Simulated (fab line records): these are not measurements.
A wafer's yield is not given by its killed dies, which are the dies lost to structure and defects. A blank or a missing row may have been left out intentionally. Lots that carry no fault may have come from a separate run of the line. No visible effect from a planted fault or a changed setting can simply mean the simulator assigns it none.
A sampling plan put to the test | flow gf180mcu | each of the 17 faults these records tell of, on one fab line, judged from the records of the lots it struck
Plan = the line's own looks (route steps where a gauge or an inspection reads the wafer without altering it). A look is open to judgement when struck wafers have a number at it and the file gives its usual mean and standard deviation on fault-free wafers. Caught: a look later than the fault's first step finds the struck wafers' mean 4 or more of those standard deviations (sigma) from the usual mean. On the tool: the same test on the tool's own readings at the fault's steps. Caught also covers a different recipe on the struck wafers, or a record left blank for those wafers only.

THE FAULTS, as the simulator had put them in
1. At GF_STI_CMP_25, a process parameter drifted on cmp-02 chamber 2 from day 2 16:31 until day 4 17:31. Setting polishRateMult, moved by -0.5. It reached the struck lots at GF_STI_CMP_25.
2. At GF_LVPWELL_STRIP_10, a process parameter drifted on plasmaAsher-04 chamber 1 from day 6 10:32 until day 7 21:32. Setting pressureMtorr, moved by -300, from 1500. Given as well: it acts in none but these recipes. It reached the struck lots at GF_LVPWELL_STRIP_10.
3. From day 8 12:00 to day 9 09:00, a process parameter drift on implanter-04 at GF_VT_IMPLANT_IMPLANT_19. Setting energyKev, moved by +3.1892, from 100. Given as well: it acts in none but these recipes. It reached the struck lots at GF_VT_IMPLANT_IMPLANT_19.
4. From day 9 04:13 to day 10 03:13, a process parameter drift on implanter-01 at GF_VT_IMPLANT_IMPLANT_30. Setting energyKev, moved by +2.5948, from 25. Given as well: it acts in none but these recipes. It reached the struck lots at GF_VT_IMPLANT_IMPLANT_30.
5. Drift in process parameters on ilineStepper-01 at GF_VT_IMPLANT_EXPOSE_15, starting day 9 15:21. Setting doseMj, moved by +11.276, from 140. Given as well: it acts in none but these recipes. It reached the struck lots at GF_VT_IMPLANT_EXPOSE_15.
6. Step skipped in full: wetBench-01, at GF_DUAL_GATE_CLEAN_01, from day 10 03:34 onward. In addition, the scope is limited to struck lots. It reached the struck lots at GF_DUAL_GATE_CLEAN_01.
7. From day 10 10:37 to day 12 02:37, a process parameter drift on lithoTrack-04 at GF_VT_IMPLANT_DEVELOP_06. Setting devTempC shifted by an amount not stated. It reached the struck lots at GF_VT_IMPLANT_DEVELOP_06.
8. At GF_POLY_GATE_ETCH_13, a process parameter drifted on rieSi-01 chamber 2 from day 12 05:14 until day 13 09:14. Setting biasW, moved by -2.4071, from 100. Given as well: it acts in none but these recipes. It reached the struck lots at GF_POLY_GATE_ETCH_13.
9. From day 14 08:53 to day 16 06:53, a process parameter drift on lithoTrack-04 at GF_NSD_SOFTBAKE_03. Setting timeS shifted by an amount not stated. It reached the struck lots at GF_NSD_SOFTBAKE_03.
10. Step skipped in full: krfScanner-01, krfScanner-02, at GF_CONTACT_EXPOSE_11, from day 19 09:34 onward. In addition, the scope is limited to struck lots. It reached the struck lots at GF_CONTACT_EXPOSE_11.
11. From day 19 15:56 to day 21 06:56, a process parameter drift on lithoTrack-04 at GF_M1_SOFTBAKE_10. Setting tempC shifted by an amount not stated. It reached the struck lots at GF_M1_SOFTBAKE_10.
12. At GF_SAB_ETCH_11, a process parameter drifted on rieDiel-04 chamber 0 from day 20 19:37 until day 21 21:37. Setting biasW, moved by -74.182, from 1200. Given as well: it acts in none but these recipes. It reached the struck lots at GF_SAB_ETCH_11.
13. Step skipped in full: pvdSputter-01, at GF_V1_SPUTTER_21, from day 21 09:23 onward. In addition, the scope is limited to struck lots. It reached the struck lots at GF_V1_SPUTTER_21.
14. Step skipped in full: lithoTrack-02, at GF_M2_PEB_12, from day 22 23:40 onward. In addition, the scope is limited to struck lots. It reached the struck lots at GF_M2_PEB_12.
15. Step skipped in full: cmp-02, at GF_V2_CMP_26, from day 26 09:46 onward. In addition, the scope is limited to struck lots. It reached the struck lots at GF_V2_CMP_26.
16. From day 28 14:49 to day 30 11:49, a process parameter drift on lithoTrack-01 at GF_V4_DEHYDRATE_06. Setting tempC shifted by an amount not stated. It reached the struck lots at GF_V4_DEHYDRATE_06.
17. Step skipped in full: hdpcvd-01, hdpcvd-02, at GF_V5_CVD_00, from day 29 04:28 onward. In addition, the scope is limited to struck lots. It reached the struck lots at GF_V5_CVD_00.

WHAT THE PLAN SAW
fault | on the tool itself                               | first look that catches it                      | reading, sigma | median hours from its first step to that look | hours from the fault's start to the first struck lot there | judged looks passed uncaught
1     | timeToEndpointS +27 sigma                        | none of the 3 looks that can be judged after it | -              | -                                             | -                                                          | 3
2     | chamberPressureMTorr -99 or beyond sigma         | no look after it can be judged                  | -              | -                                             | -                                                          | 0
3     | beamEnergyKeV +88 sigma                          | not the one look that can be judged after it    | -              | -                                             | -                                                          | 1
4     | beamEnergyKeV +99 or beyond sigma                | not the one look that can be judged after it    | -              | -                                             | -                                                          | 1
5     | exposureDoseMJCm2 +79 sigma                      | not the one look that can be judged after it    | -              | -                                             | -                                                          | 1
6     | the tool's record is blank for the struck wafers | none of the 3 looks that can be judged after it | -              | -                                             | -                                                          | 3
7     | developerTempC -8.0 sigma                        | not the one look that can be judged after it    | -              | -                                             | -                                                          | 1
8     | biasW -7.2 sigma                                 | none of the 2 looks that can be judged after it | -              | -                                             | -                                                          | 2
9     | runLengthS +48 sigma                             | none of the 2 looks that can be judged after it | -              | -                                             | -                                                          | 2
10    | no reading that can be judged                    | no look after it can be judged                  | -              | -                                             | -                                                          | 0
11    | heaterPowerTotalW +11 sigma                      | no look after it can be judged                  | -              | -                                             | -                                                          | 0
12    | biasW -18 sigma                                  | no look after it can be judged                  | -              | -                                             | -                                                          | 0
13    | the tool's record is blank for the struck wafers | no look after it can be judged                  | -              | -                                             | -                                                          | 0
14    | the tool's record is blank for the struck wafers | no look after it can be judged                  | -              | -                                             | -                                                          | 0
15    | the tool's record is blank for the struck wafers | no look after it can be judged                  | -              | -                                             | -                                                          | 0
16    | heaterPowerTotalW +35 sigma                      | none of the 2 looks that can be judged after it | -              | -                                             | -                                                          | 2
17    | the tool's record is blank for the struck wafers | no look after it can be judged                  | -              | -                                             | -                                                          | 0
Dash: fault not caught, or number not given in these records.

Caught at a look: 0 of 17. Caught on the tool: 16 of 17. By one or the other: 16 of 17.
Faults 1, 2, 3, 4, 5, 6, 7, 8, 9, 11, 12, 13, 14, 15, 16, 17 were caught on the tool alone.
Caught by neither: fault 10.
